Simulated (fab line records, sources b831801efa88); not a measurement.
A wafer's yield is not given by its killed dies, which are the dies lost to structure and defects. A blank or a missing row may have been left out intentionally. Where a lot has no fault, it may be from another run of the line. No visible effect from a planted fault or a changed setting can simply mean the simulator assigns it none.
Matching of chambers	flow gf180mcu	GF_V3_CMP_04 on cmp-02 has 4 sister chambers
The step polishes SiO2. 8 wafers are shown with their chamber, then 8 later ones without.

EACH WAFER AND ITS CHAMBER
wafer	chamber	motor-current-A (A)	head-pressure-psi (psi)
L405.4	2	11.6	3.993
L407.2	1	10.3	3.988
L407.6	0	12.2	4.003
L409.5	2	11.5	3.997
L408.1	1	10.6	3.995
L408.2	3	13.6	4.017
L408.4	0	12.4	4.002
L410.4	3	13.7	3.991

WAFERS WHOSE CHAMBER IS MISSING
wafer	motor-current-A (A)	head-pressure-psi (psi)
L410.5	11.6	3.974
L410.6	10.4	4.001
L411.2	12.0	3.993
L411.4	11.4	3.995
L411.6	12.8	3.998
L413.1	13.6	3.990
L413.5	11.5	4.003
L413.6	13.4	3.994

THE CHAMBER EACH PASSED THROUGH
wafer	from the rows above	in truth
L410.5	2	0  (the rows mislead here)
L410.6	1	1
L411.2	can't be placed: 0 or 2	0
L411.4	2	2
L411.6	0	0
L413.1	3	3
L413.5	2	2
L413.6	3	3
Correctly placed: 6 of 8. These rows do not allow placing 1 (true chamber among the candidates in 1). Wrongly placed: 1.
How it was worked out, from the rows above alone: a wafer's distance from a chamber is the root of the sum, over the readings, of the square of ((its reading less the chamber's mean) divided by the reading's scatter). If the next closest chamber is less than 2 further off than the closest, the wafer can't be placed; otherwise it belongs to the closest. For every chamber, the mean is computed from those of its wafers that are shown. The scatter: the root of (the sum of the squares of (reading less its chamber's mean) over the shown wafers, divided by (wafers less chambers)).
